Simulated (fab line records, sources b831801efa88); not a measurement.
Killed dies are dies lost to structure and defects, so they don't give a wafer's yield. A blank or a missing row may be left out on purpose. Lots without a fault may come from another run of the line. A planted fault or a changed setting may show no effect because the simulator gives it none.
fab line records | flow sky130 | part 1 of 2: steps 1 to 24 of 34
record lots=5 wafers=15 last_day=49
route steps=708 shown RES_XHIGH@337 SD_N@342 SD_P@359 SALICIDE@361 LI_CONTACT@362
lots that met no fault: from a run of the same line without faults
start_h: hours from the record's first day to the start of the lot's first wafer shown | wait_h: hours since the lot's step before | " the same as in the row above | L1.1+2: a row that stands for several wafers | - no value, or no start given | * or withheld: withheld | < > ~ a bound
route shown NAME@n: a module of which the file shows steps, and the number in the route of the first | usual: mean/standard deviation of fault-free wafers | same: alike in all rows | chamber/n: place in a boat | sites: the reading at each site | _std_site: their standard deviation | _edge_site: outer sites' mean less inner sites' | radius_mm: how far each site lies from the wafer's centre | mask NAME#n: copy n | behind: the tool/chamber that last shaped the wafer | hold: why the lot was held/for how many hours/how that ended | device: the transistor (n, p or np) that didn't switch | end of line: the same wafers' tests at the end of the route | a step without rows: its recipe alone | killed: dies lost to structure and defects at the first sort, not the wafer's yield | map: a wafer's dies, x killed, . not, _ none there
set.NAME: the setting as run; set.NAME@STEP: as run at that earlier step | model.NAME: the simulator's own value behind a step, which no gauge read
lots at some steps of the route; a table a step, a row a wafer
services: from which hour (start_h, from the record's first day; less than 0 if before it) a tool's chamber was out of use, for how many hours, and why
## steps
# step SKY_RES_XHIGH_PEB_05
# recipe temp_c=withheld time_s=* resist=NOVOLAK
# usual exhaust_pa=44.9/0.89
# columns lot.wafer tool chamber start_h wait_h exhaust_pa
L075.2 litho_track-03 0 - - 46.8
L075.4 " 0 " " 44.9
L075.5 " 0 " " 44.8
L077.2 litho_track-02 0 - - 44.3
L077.3 " 0 " " 44.8
L077.4 " 0 " " 43.4
L080.2 litho_track-03 0 - - 46.7
L080.3 " 0 " " 46.1
L080.6 " 0 " " 44.9
L079.2 litho_track-03 0 - - 44.1
L079.4 " 0 " " 45.0
L079.6 " 0 " " 43.9
L092.2 litho_track-01 0 - - 46.1
L092.3 " 0 " " 44.6
L092.6 " 0 " " 44.7
# step SKY_RES_XHIGH_DEVELOP_06
# recipe resist=NOVOLAK developer=TMAH develop_time_s=60 dev_temp_c=23
# usual exhaust_pa=45.0/0.95
# columns lot.wafer tool chamber start_h wait_h exhaust_pa
L075.2 litho_track-03 0 619.72 0.1 45.7
L075.4 " 0 " " 46.9
L075.5 " 0 " " 44.5
L077.2 litho_track-02 0 625.84 0.1 44.4
L077.3 " 0 " " 44.0
L077.4 " 0 " " 43.7
L080.2 litho_track-03 0 676.47 0.1 45.1
L080.3 " 0 " " 46.4
L080.6 " 0 " " 45.5
L079.2 litho_track-03 0 680.07 0.1 45.5
L079.4 " 0 " " 46.1
L079.6 " 0 " " 44.2
L092.2 litho_track-01 0 753.52 0.1 43.4
L092.3 " 0 " " 45.0
L092.6 " 0 " " 45.0
# step SKY_RES_XHIGH_IMPLANT_07
# recipe species=BF2 energy_kev=20 dose_cm2=3.6e+14 tilt_deg=0
# usual dose_ions_cm2=3.6e+14/3.9e+11 end_station_pressure_torr=5.23e-06/2.9e-07
# columns lot.wafer tool chamber start_h wait_h dose_ions_cm2 end_station_pressure_torr
L075.2 implanter-02 0 619.87 0.1 3.597e+14 5.26e-06
L075.4 " 0 " " 3.597e+14 4.9e-06
L075.5 " 0 " " 3.598e+14 5.4e-06
L077.2 implanter-02 0 625.99 0.1 3.599e+14 4.85e-06
L077.3 " 0 " " 3.599e+14 4.97e-06
L077.4 " 0 " " 3.599e+14 5.42e-06
L080.2 implanter-01 0 676.62 0.1 3.605e+14 5.01e-06
L080.3 " 0 " " 3.596e+14 5.17e-06
L080.6 " 0 " " 3.605e+14 4.53e-06
L079.2 implanter-01 0 680.22 0.1 3.597e+14 5.15e-06
L079.4 " 0 " " 3.594e+14 5.23e-06
L079.6 " 0 " " 3.601e+14 5.05e-06
L092.2 implanter-01 0 753.67 0.1 3.593e+14 5.68e-06
L092.3 " 0 " " 3.595e+14 5.32e-06
L092.6 " 0 " " 3.596e+14 5.75e-06
# step SKY_RES_XHIGH_STRIP_08
# recipe chemistry=O2/N2 power_w=1400 pressure_mtorr=1500 platen_temp_c=withheld o2_flow_sccm=3000 n2_flow_sccm=300 overash_fraction=0.5
# usual drypump_motor_current_A=5.6/0.43 o2_flow_sccm=3000/9.5 oes_product_au=0.711/0.0047 strip_time_to_endpoint_s=14.28/0.037
# columns lot.wafer tool chamber start_h wait_h drypump_motor_current_A o2_flow_sccm oes_product_au rf_hours_counter_h strip_time_to_endpoint_s
L075.2 plasma_asher-04 0 620.00 0.1 6.3 3007 0.710 78 14.28
L075.4 " 0 " " 6.3 3000 0.713 - 14.34
L075.5 " 1 " " 5.2 2997 0.707 - 14.31
L077.2 plasma_asher-02 1 626.11 0.1 5.5 3011 0.716 20 14.21
L077.3 " 1 " " 5.5 3012 0.712 - 14.21
L077.4 " 0 " " 5.2 2989 0.708 - 14.23
L080.2 plasma_asher-02 0 676.75 0.1 5.2 3012 0.711 24 14.28
L080.3 " 0 " " 5.2 3011 0.707 - 14.30
L080.6 " 1 " " 5.5 3011 0.716 - 14.28
L079.2 plasma_asher-04 0 680.35 0.1 6.2 3003 0.704 85 14.28
L079.4 " 0 " " 6.3 3002 0.706 - 14.24
L079.6 " 1 " " 5.2 2997 0.716 - 14.28
L092.2 plasma_asher-03 1 753.79 0.1 6.0 3011 0.704 1 14.36
L092.3 " 0 " " 6.0 3006 0.716 - 14.22
L092.6 " 0 " " 6.0 3000 0.717 - 14.31
# step SKY_RES_XHIGH_TW_MEAS_09
# usual RES_XHIGH_TW=1656/9.4
# columns lot.wafer tool chamber start_h wait_h RES_XHIGH_TW
L075.2 film_metro-02 - 620.11 0.1 1650
L075.4 " - " " 1647
L075.5 " - " " 1658
L077.2 film_metro-04 - 626.22 0.1 1666
L077.3 " - " " 1661
L077.4 " - " " 1666
L080.2 film_metro-01 - 676.86 0.1 1650
L080.3 " - " " 1645
L080.6 " - " " 1645
L079.2 film_metro-02 - 680.46 0.1 1647
L079.4 " - " " 1650
L079.6 " - " " 1651
L092.2 film_metro-02 - 753.90 0.1 1656
L092.3 " - " " 1654
L092.6 " - " " 1663
# step SKY_SD_N_DEHYDRATE_00
# recipe temp_c=200 time_s=60
# usual exhaust_pa=45.0/1
# columns lot.wafer tool chamber start_h wait_h exhaust_pa
L075.2 litho_track-01 0 633.77 13.6 44.3
L075.4 " 0 " " 43.4
L075.5 " 0 " " 45.0
L077.2 litho_track-01 0 640.62 14.4 45.4
L077.3 " 0 " " 43.9
L077.4 " 0 " " 46.6
L080.2 litho_track-01 0 689.32 12.4 43.9
L080.3 " 0 " " 45.0
L080.6 " 0 " " 45.3
L079.2 litho_track-02 0 693.99 13.5 45.2
L079.4 " 0 " " 44.2
L079.6 " 0 " " 45.2
L092.2 litho_track-04 0 766.81 12.9 44.1
L092.3 " 0 " " 44.0
L092.6 " 0 " " 44.5
# step SKY_SD_N_HMDS_01
# recipe prime_time_s=60 prime_temp_c=120
# usual exhaust_pa=45.0/0.97
# columns lot.wafer tool chamber start_h wait_h exhaust_pa
L075.2 litho_track-01 0 633.92 0.1 43.4
L075.4 " 0 " " 44.2
L075.5 " 0 " " 45.1
L077.2 litho_track-01 0 640.77 0.1 45.7
L077.3 " 0 " " 45.4
L077.4 " 0 " " 46.4
L080.2 litho_track-01 0 689.47 0.1 46.4
L080.3 " 0 " " 45.2
L080.6 " 0 " " 44.8
L079.2 litho_track-02 0 694.14 0.1 44.8
L079.4 " 0 " " 45.0
L079.6 " 0 " " 43.7
L092.2 litho_track-04 0 766.96 0.1 45.6
L092.3 " 0 " " 46.7
L092.6 " 0 " " 47.3
# step SKY_SD_N_COAT_02
# recipe resist=NOVOLAK spin_rpm=3000 resist_thk_nm=1140
# usual exhaust_pa=44.8/0.89 spin_speed_rpm=2999.9/1.7
# columns lot.wafer tool chamber start_h wait_h exhaust_pa spin_speed_rpm
L075.2 litho_track-01 0 634.07 0.1 44.7 2999.7
L075.4 " 0 " " 45.0 2997.9
L075.5 " 0 " " 45.3 3002.8
L077.2 litho_track-01 0 640.92 0.1 44.5 3000.0
L077.3 " 0 " " 46.1 3003.3
L077.4 " 0 " " 45.2 3001.1
L080.2 litho_track-01 0 689.62 0.1 44.5 2995.0
L080.3 " 0 " " 44.4 2999.7
L080.6 " 0 " " 44.2 2999.6
L079.2 litho_track-02 0 694.29 0.1 44.3 2999.2
L079.4 " 0 " " 43.9 3000.2
L079.6 " 0 " " 43.3 3002.2
L092.2 litho_track-04 0 767.11 0.1 45.8 3000.0
L092.3 " 0 " " 44.8 2999.1
L092.6 " 0 " " 45.1 3003.2
# step SKY_SD_N_SOFTBAKE_03
# recipe temp_c=90 time_s=60 resist=NOVOLAK
# usual exhaust_pa=44.9/0.98
# columns lot.wafer tool chamber start_h wait_h exhaust_pa
L075.2 litho_track-01 0 634.22 0.1 44.5
L075.4 " 0 " " 45.5
L075.5 " 0 " " 45.5
L077.2 litho_track-01 0 641.07 0.1 46.0
L077.3 " 0 " " 43.9
L077.4 " 0 " " 43.4
L080.2 litho_track-01 0 689.77 0.1 44.9
L080.3 " 0 " " 44.2
L080.6 " 0 " " 44.8
L079.2 litho_track-02 0 694.44 0.1 45.9
L079.4 " 0 " " 44.7
L079.6 " 0 " " 44.4
L092.2 litho_track-04 0 767.26 0.1 44.5
L092.3 " 0 " " 45.7
L092.6 " 0 " " 45.5
# step SKY_SD_N_EXPOSE_04
# recipe mask_id=NSDM na=0.6 source_shape=conventional sigma_outer=0.6 polarization=unpolarized target_cd_nm=380 dose_mj=141
# columns lot.wafer tool chamber start_h wait_h mask
L075.2+4+5 iline_stepper-02 0 - - NSDM#0
L077.2+3+4 iline_stepper-02 0 - - NSDM#0
L080.2+3+6 iline_stepper-02 0 - - NSDM#0
L079.2+4+6 iline_stepper-02 0 - - NSDM#0
L092.2+3+6 iline_stepper-01 0 - - NSDM#0
# step SKY_SD_N_PEB_05
# recipe temp_c=withheld time_s=* resist=NOVOLAK
# usual exhaust_pa=45.2/0.93
# columns lot.wafer tool chamber start_h wait_h exhaust_pa
L075.2 litho_track-02 0 - - 44.5
L075.4 " 0 " " 44.8
L075.5 " 0 " " 45.3
L077.2 litho_track-02 0 - - 44.5
L077.3 " 0 " " 46.1
L077.4 " 0 " " 44.1
L080.2 litho_track-01 0 - - 44.9
L080.3 " 0 " " 46.3
L080.6 " 0 " " 44.9
L079.2 litho_track-04 0 - - 45.5
L079.4 " 0 " " 45.2
L079.6 " 0 " " 46.2
L092.2 litho_track-02 0 - - 43.3
L092.3 " 0 " " 43.8
L092.6 " 0 " " 42.3
# step SKY_SD_N_DEVELOP_06
# recipe resist=NOVOLAK developer=TMAH develop_time_s=60 dev_temp_c=23
# usual exhaust_pa=45.0/0.93
# columns lot.wafer tool chamber start_h wait_h exhaust_pa
L075.2 litho_track-02 0 648.14 0.1 46.5
L075.4 " 0 " " 45.4
L075.5 " 0 " " 44.8
L077.2 litho_track-02 0 654.69 0.1 45.0
L077.3 " 0 " " 44.4
L077.4 " 0 " " 45.2
L080.2 litho_track-01 0 704.17 0.1 44.9
L080.3 " 0 " " 44.9
L080.6 " 0 " " 45.5
L079.2 litho_track-04 0 708.16 0.1 45.7
L079.4 " 0 " " 43.9
L079.6 " 0 " " 44.4
L092.2 litho_track-02 0 780.14 0.1 43.8
L092.3 " 0 " " 45.4
L092.6 " 0 " " 46.5
# step SKY_SD_N_CD_MEAS_07
# recipe target_cd_nm=380
# usual cd_nm=379.8/2.4
# columns lot.wafer tool chamber start_h wait_h cd_nm
L075.2 cd_sem-01 - 648.28 0.1 378.6
L075.4 " - " " 377.5
L075.5 " - " " 376.9
L077.2 cd_sem-01 - 654.83 0.1 381.0
L077.3 " - " " 379.3
L077.4 " - " " 380.9
L080.2 cd_sem-02 - 704.31 0.1 380.8
L080.3 " - " " 380.5
L080.6 " - " " 378.7
L079.2 cd_sem-01 - 708.31 0.1 382.3
L079.4 " - " " 380.7
L079.6 " - " " 382.4
L092.2 cd_sem-01 - 780.28 0.1 380.4
L092.3 " - " " 382.5
L092.6 " - " " 382.0
# step SKY_SD_N_OVL_MEAS_08
# usual SD_N_OVL=0.4/1.3
# columns lot.wafer tool chamber start_h wait_h SD_N_OVL[nm]
L075.2 overlay-01 - 648.39 0.1 0.8
L075.4 " - " " 2.7
L075.5 " - " " 2.0
L077.2 overlay-02 - 654.94 0.1 -1.3
L077.3 " - " " -0.2
L077.4 " - " " -0.6
L080.2 overlay-01 - 704.42 0.1 0.8
L080.3 " - " " -2.1
L080.6 " - " " -1.2
L079.2 overlay-02 - 708.41 0.1 -1.2
L079.4 " - " " -0.3
L079.6 " - " " 0.9
L092.2 overlay-02 - 780.39 0.1 2.1
L092.3 " - " " 1.1
L092.6 " - " " 3.0
# step SKY_SD_N_IMPLANT_09
# recipe species=As energy_kev=50 dose_cm2=4e+15 tilt_deg=0
# usual dose_ions_cm2=4.001e+15/4.3e+12 end_station_pressure_torr=1.36e-05/9.1e-07
# columns lot.wafer tool chamber start_h wait_h dose_ions_cm2 end_station_pressure_torr
L075.2 implanter-03 0 648.44 0.0 4.006e+15 1.31e-05
L075.4 " 0 " " 3.997e+15 1.35e-05
L075.5 " 0 " " 3.999e+15 1.37e-05
L077.2 implanter-02 0 654.99 0.0 4.002e+15 1.44e-05
L077.3 " 0 " " 4.002e+15 1.4e-05
L077.4 " 0 " " 4.009e+15 1.15e-05
L080.2 implanter-02 0 704.47 0.0 4.001e+15 1.39e-05
L080.3 " 0 " " 4.006e+15 1.54e-05
L080.6 " 0 " " 4.002e+15 1.35e-05
L079.2 implanter-02 0 708.47 0.0 3.999e+15 1.43e-05
L079.4 " 0 " " 4.006e+15 1.37e-05
L079.6 " 0 " " 4.002e+15 1.5e-05
L092.2 implanter-03 0 780.44 0.0 3.999e+15 1.38e-05
L092.3 " 0 " " 4e+15 1.31e-05
L092.6 " 0 " " 3.999e+15 1.35e-05
# step SKY_SD_N_IMPLANT_10
# recipe species=P energy_kev=20 dose_cm2=1e+14 tilt_deg=0
# usual dose_ions_cm2=9.998e+13/1.2e+11 end_station_pressure_torr=5.42e-06/2.7e-07
# columns lot.wafer tool chamber start_h wait_h dose_ions_cm2 end_station_pressure_torr
L075.2 implanter-03 0 648.59 0.1 1.0012e+14 5.54e-06
L075.4 " 0 " " 9.999e+13 5.31e-06
L075.5 " 0 " " 1.0005e+14 4.99e-06
L077.2 implanter-02 0 655.14 0.1 1.0011e+14 6.02e-06
L077.3 " 0 " " 1.0015e+14 5.24e-06
L077.4 " 0 " " 1.0014e+14 5.77e-06
L080.2 implanter-02 0 704.62 0.1 9.992e+13 5.67e-06
L080.3 " 0 " " 1.001e+14 5.14e-06
L080.6 " 0 " " 9.992e+13 5.19e-06
L079.2 implanter-02 0 708.62 0.1 1.0008e+14 5.52e-06
L079.4 " 0 " " 9.994e+13 5.34e-06
L079.6 " 0 " " 9.984e+13 5.42e-06
L092.2 implanter-03 0 780.59 0.1 9.993e+13 5.46e-06
L092.3 " 0 " " 9.983e+13 5.63e-06
L092.6 " 0 " " 9.995e+13 5.06e-06
# step SKY_SD_N_STRIP_11
# recipe chemistry=O2/N2 power_w=1400 pressure_mtorr=1500 platen_temp_c=withheld o2_flow_sccm=3000 n2_flow_sccm=300 overash_fraction=0.5
# usual drypump_motor_current_A=5.9/0.37 o2_flow_sccm=2999/7.9 oes_product_au=0.528/0.0044 strip_time_to_endpoint_s=22.55/0.043
# columns lot.wafer tool chamber start_h wait_h drypump_motor_current_A o2_flow_sccm oes_product_au rf_hours_counter_h strip_time_to_endpoint_s
L075.2 plasma_asher-03 1 648.72 0.1 6.0 2996 0.524 98 22.53
L075.4 " 1 " " 6.0 3003 0.527 - 22.51
L075.5 " 0 " " 6.0 2999 0.533 - 22.55
L077.2 plasma_asher-01 1 655.27 0.1 6.5 2991 0.524 54 22.60
L077.3 " 1 " " 6.6 2988 0.530 - 22.59
L077.4 " 0 " " 5.7 3003 0.535 - 22.53
L080.2 plasma_asher-02 1 704.75 0.1 5.5 2998 0.532 26 22.50
L080.3 " 0 " " 5.2 2990 0.530 - 22.53
L080.6 " 0 " " 5.2 2988 0.530 - 22.53
L079.2 plasma_asher-01 0 708.74 0.1 5.7 3005 0.527 60 22.56
L079.4 " 1 " " 6.5 3006 0.530 - 22.55
L079.6 " 0 " " 5.7 3001 0.523 - 22.59
L092.2 plasma_asher-03 0 780.72 0.1 6.0 3018 0.537 4 22.58
L092.3 " 1 " " 6.0 3004 0.532 - 22.53
L092.6 " 1 " " 6.0 3001 0.529 - 22.59
# step SKY_SD_N_TW_MEAS_12
# usual SD_N_TW=4009/22
# columns lot.wafer tool chamber start_h wait_h SD_N_TW
L075.2 film_metro-01 - 648.83 0.1 4030
L075.4 " - " " 4027
L075.5 " - " " 4036
L077.2 film_metro-04 - 655.38 0.1 4023
L077.3 " - " " 4028
L077.4 " - " " 4003
L080.2 film_metro-01 - 704.86 0.1 4005
L080.3 " - " " 4007
L080.6 " - " " 4006
L079.2 film_metro-04 - 708.85 0.1 4021
L079.4 " - " " 4032
L079.6 " - " " 4047
L092.2 film_metro-02 - 780.83 0.1 4038
L092.3 " - " " 4055
L092.6 " - " " 4039
# step SKY_SD_N_CLEAN_13
# recipe chemistry=SC1/SC2 mix=1:4:20 temp_c=70 time_s=150 dry=n2_spin
# usual bath_guard_temp_C=70.1/0.4
# columns lot.wafer tool chamber start_h wait_h bath_guard_temp_C
L075.2 wet_bench-03 1 648.88 0.0 70.2
L075.4 " 1 " " 69.6
L075.5 " 1 " " 69.8
L077.2 wet_bench-03 0 655.43 0.0 70.2
L077.3 " 0 " " 70.4
L077.4 " 0 " " 70.0
L080.2 wet_bench-04 2 704.91 0.0 70.1
L080.3 " 2 " " 70.4
L080.6 " 2 " " 70.1
L079.2 wet_bench-03 3 708.90 0.0 69.8
L079.4 " 3 " " 69.7
L079.6 " 3 " " 69.7
L092.2 wet_bench-04 1 780.88 0.0 70.5
L092.3 " 1 " " 70.4
L092.6 " 1 " " 70.3
# step SKY_SD_N_RTA_14
# recipe temp_c=1075 time_s=2 idle_temp_c=650 ramp_up_c_per_s=150 ramp_down_c_per_s=90 ambient=N2
# usual lamp_power_pct=15.73/0.056 ramp_up_c_per_s=150.00/0.025 wafer_temp_C_max=1078.0/1.4
# columns lot.wafer tool chamber start_h wait_h lamp_power_pct ramp_up_c_per_s wafer_temp_C_max
L075.2 rtp_anneal-01 0 648.94 0.0 15.84 150.04 1076.5
L075.4 " 0 " " 15.74 149.99 1079.1
L075.5 " 0 " " 15.83 150.01 1076.4
L077.2 rtp_anneal-02 0 655.49 0.0 15.63 149.97 1078.0
L077.3 " 0 " " 15.71 149.99 1079.0
L077.4 " 0 " " 15.76 149.99 1077.3
L080.2 rtp_anneal-02 0 704.97 0.0 15.79 150.03 1079.3
L080.3 " 0 " " 15.63 150.00 1076.7
L080.6 " 0 " " 15.78 149.96 1076.1
L079.2 rtp_anneal-02 0 708.97 0.0 15.78 150.00 1078.0
L079.4 " 0 " " 15.82 149.99 1076.2
L079.6 " 0 " " 15.73 149.97 1077.0
L092.2 rtp_anneal-01 0 780.94 0.0 15.77 150.00 1078.2
L092.3 " 0 " " 15.68 150.01 1077.6
L092.6 " 0 " " 15.78 150.03 1077.8
# step SKY_SD_N_RS_MEAS_16
# recipe thk_meas_gauge=four-point-probe
# usual SD_N_RS=68.51/0.12
# columns lot.wafer tool chamber start_h wait_h SD_N_RS[ohm/sq]
L075.2 film_metro-02 - 649.12 0.1 68.60
L075.4 " - " " 68.47
L075.5 " - " " 68.35
L077.2 film_metro-01 - 655.67 0.1 68.47
L077.3 " - " " 68.67
L077.4 " - " " 68.46
L080.2 film_metro-02 - 705.15 0.1 68.54
L080.3 " - " " 68.56
L080.6 " - " " 68.46
L079.2 film_metro-04 - 709.15 0.1 68.26
L079.4 " - " " 68.35
L079.6 " - " " 68.14
L092.2 film_metro-04 - 781.13 0.1 68.39
L092.3 " - " " 68.38
L092.6 " - " " 68.48
# step SKY_SD_N_RS_MEAS_17
# recipe thk_meas_gauge=four-point-probe
# usual SD_P_RS=147.0/0.42
# columns lot.wafer tool chamber start_h wait_h SD_P_RS[ohm/sq]
L075.2 film_metro-02 - 649.24 0.1 147.1
L075.4 " - " " 147.1
L075.5 " - " " 147.4
L077.2 film_metro-01 - 655.79 0.1 146.6
L077.3 " - " " 147.0
L077.4 " - " " 147.4
L080.2 film_metro-02 - 705.27 0.1 147.7
L080.3 " - " " 147.3
L080.6 " - " " 146.8
L079.2 film_metro-04 - 709.27 0.1 146.7
L079.4 " - " " 146.5
L079.6 " - " " 146.5
L092.2 film_metro-04 - 781.25 0.1 147.2
L092.3 " - " " 147.0
L092.6 " - " " 146.8
# step SKY_SD_N_RS_MEAS_18
# recipe thk_meas_gauge=four-point-probe
# usual RES_XHIGH_RS=332.8/1.2
# columns lot.wafer tool chamber start_h wait_h RES_XHIGH_RS[ohm/sq]
L075.2 film_metro-02 - 649.36 0.1 330.5
L075.4 " - " " 331.8
L075.5 " - " " 329.8
L077.2 film_metro-01 - 655.91 0.1 334.7
L077.3 " - " " 335.1
L077.4 " - " " 335.5
L080.2 film_metro-02 - 705.39 0.1 333.7
L080.3 " - " " 332.7
L080.6 " - " " 333.2
L079.2 film_metro-04 - 709.39 0.1 330.0
L079.4 " - " " 330.9
L079.6 " - " " 331.3
L092.2 film_metro-04 - 781.37 0.1 333.0
L092.3 " - " " 333.1
L092.6 " - " " 332.8
# step SKY_SALICIDE_CLEAN_00
# recipe chemistry=HF-last time_s=30 dilution=100:1 dry=ipa_marangoni
# columns lot.wafer tool chamber start_h wait_h
L075.2+4+5 wet_bench-01 0 649.46 0.1
L077.2+3+4 wet_bench-01 1 656.01 0.1
L080.2+3+6 wet_bench-01 2 705.49 0.1
L079.2+4+6 wet_bench-01 0 709.49 0.1
L092.2+3+6 wet_bench-04 3 781.47 0.1
